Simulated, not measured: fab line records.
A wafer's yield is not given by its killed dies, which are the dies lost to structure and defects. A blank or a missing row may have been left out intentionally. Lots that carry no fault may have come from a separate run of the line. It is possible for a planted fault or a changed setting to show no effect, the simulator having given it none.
Chamber matching -- flow sky130 -- cmp-02 running SKY_VIA2_CMP_02: 4 sister chambers
The step polishes SiO2. 8 wafers are shown with their chamber, then 7 later ones without.

WAFERS, EACH WITH ITS CHAMBER
wafer,chamber,motor_current_A (A)
L486.1,0,13.0
L487.3,3,13.3
L487.6,2,10.7
L490.1,3,13.1
L490.2,2,11.1
L490.3,1,10.1
L491.3,0,13.9
L491.4,1,10.4

WAFERS WHOSE CHAMBER IS MISSING
wafer,motor_current_A (A)
L491.5,11.3
L500.4,10.1
L500.5,11.6
L500.6,10.2
L507.2,11.5
L507.4,10.8
L507.5,13.3

CHAMBER TAKEN BY EACH
wafer,from the rows above,in truth
L491.5,can't be placed: 2 or 1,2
L500.4,can't be placed: 1 or 2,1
L500.5,can't be placed: 2 or 1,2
L500.6,can't be placed: 1 or 2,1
L507.2,can't be placed: 2 or 1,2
L507.4,can't be placed: 2 or 1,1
L507.5,can't be placed: 3 or 0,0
Placed correctly: 0 of 7. From these rows, 7 cannot be placed; in 7 the true chamber is one of the candidates. Wrongly placed: 0.
How it was worked out, from the rows above alone: a wafer's distance from a chamber is the root of the sum, over the readings, of the square of ((its reading less the chamber's mean) divided by the reading's scatter). The wafer belongs to the nearest chamber; if the next one is less than 2 further off, it can't be placed. For every chamber, the mean is computed from those of its wafers that are shown. The scatter: take each reading less its chamber's mean, square it, sum over the shown wafers, divide by the number of wafers less the number of chambers, and take the root.
